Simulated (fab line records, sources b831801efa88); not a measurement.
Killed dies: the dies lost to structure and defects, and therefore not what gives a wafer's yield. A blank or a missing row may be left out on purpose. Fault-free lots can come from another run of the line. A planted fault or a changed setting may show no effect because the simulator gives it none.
Chamber matching :: flow sky130 :: SKY_METAL4_ETCH_17 on rie_diel-02 has 4 sister chambers
The step etches SiO2 in C4F8/O2/Ar, stops on TiN, time 3.9 s, target depth 15 nm. 8 wafers are shown with their chamber, then 10 later ones without.

## WAFERS WITH THEIR CHAMBER
wafer: L077.6
chamber: 1
rf_fwd_power_W (W): 1468
chamber_pressure_mTorr (mTorr): 40.00

wafer: L082.5
chamber: 3
rf_fwd_power_W (W): 1482
chamber_pressure_mTorr (mTorr): 40.01

wafer: L083.6
chamber: 1
rf_fwd_power_W (W): 1465
chamber_pressure_mTorr (mTorr): 39.99

wafer: L084.3
chamber: 3
rf_fwd_power_W (W): 1478
chamber_pressure_mTorr (mTorr): 39.99

wafer: L084.4
chamber: 2
rf_fwd_power_W (W): 1469
chamber_pressure_mTorr (mTorr): 39.96

wafer: L084.5
chamber: 0
rf_fwd_power_W (W): 1461
chamber_pressure_mTorr (mTorr): 39.93

wafer: L089.1
chamber: 0
rf_fwd_power_W (W): 1475
chamber_pressure_mTorr (mTorr): 39.95

wafer: L089.3
chamber: 2
rf_fwd_power_W (W): 1458
chamber_pressure_mTorr (mTorr): 39.94

## WAFERS WITHOUT THEIR CHAMBER
wafer: L089.4
rf_fwd_power_W (W): 1472
chamber_pressure_mTorr (mTorr): 39.99

wafer: L090.1
rf_fwd_power_W (W): 1463
chamber_pressure_mTorr (mTorr): 40.00

wafer: L090.2
rf_fwd_power_W (W): 1458
chamber_pressure_mTorr (mTorr): 39.95

wafer: L090.5
rf_fwd_power_W (W): 1458
chamber_pressure_mTorr (mTorr): 39.96

wafer: L095.2
rf_fwd_power_W (W): 1460
chamber_pressure_mTorr (mTorr): 39.97

wafer: L095.4
rf_fwd_power_W (W): 1470
chamber_pressure_mTorr (mTorr): 39.96

wafer: L095.6
rf_fwd_power_W (W): 1473
chamber_pressure_mTorr (mTorr): 40.01

wafer: L096.1
rf_fwd_power_W (W): 1468
chamber_pressure_mTorr (mTorr): 40.01

wafer: L096.4
rf_fwd_power_W (W): 1462
chamber_pressure_mTorr (mTorr): 39.99

wafer: L096.5
rf_fwd_power_W (W): 1461
chamber_pressure_mTorr (mTorr): 40.01

## THE CHAMBER EACH PASSED THROUGH
wafer: L089.4
from the rows above: can't be placed: 1 or 3
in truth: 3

wafer: L090.1
from the rows above: can't be placed: 1 or 3
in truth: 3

wafer: L090.2
from the rows above: can't be placed: 2 or 0
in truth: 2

wafer: L090.5
from the rows above: can't be placed: 2 or 0 or 1
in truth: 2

wafer: L095.2
from the rows above: can't be placed: 2 or 1 or 0
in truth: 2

wafer: L095.4
from the rows above: can't be placed: 2 or 0 or 1
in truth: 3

wafer: L095.6
from the rows above: can't be placed: 3 or 1
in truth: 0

wafer: L096.1
from the rows above: can't be placed: 1 or 3
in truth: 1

wafer: L096.4
from the rows above: 1
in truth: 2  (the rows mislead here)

wafer: L096.5
from the rows above: can't be placed: 1 or 3
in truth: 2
0 of 10 placed correctly. Unplaceable from these rows: 9, with the true chamber sitting among the candidates in 6. Number placed wrongly: 1.
How it was worked out, from the rows above alone: a wafer's distance from a chamber is the root of the sum, over the readings, of the square of ((its reading less the chamber's mean) divided by the reading's scatter). The wafer belongs to the nearest chamber; if the next one is less than 2 further off, it can't be placed. A chamber's mean is the mean of its shown wafers. How the scatter is found: for the shown wafers, subtract from each reading the mean of its chamber, square and add these, divide the total by (wafers less chambers), then take the root.
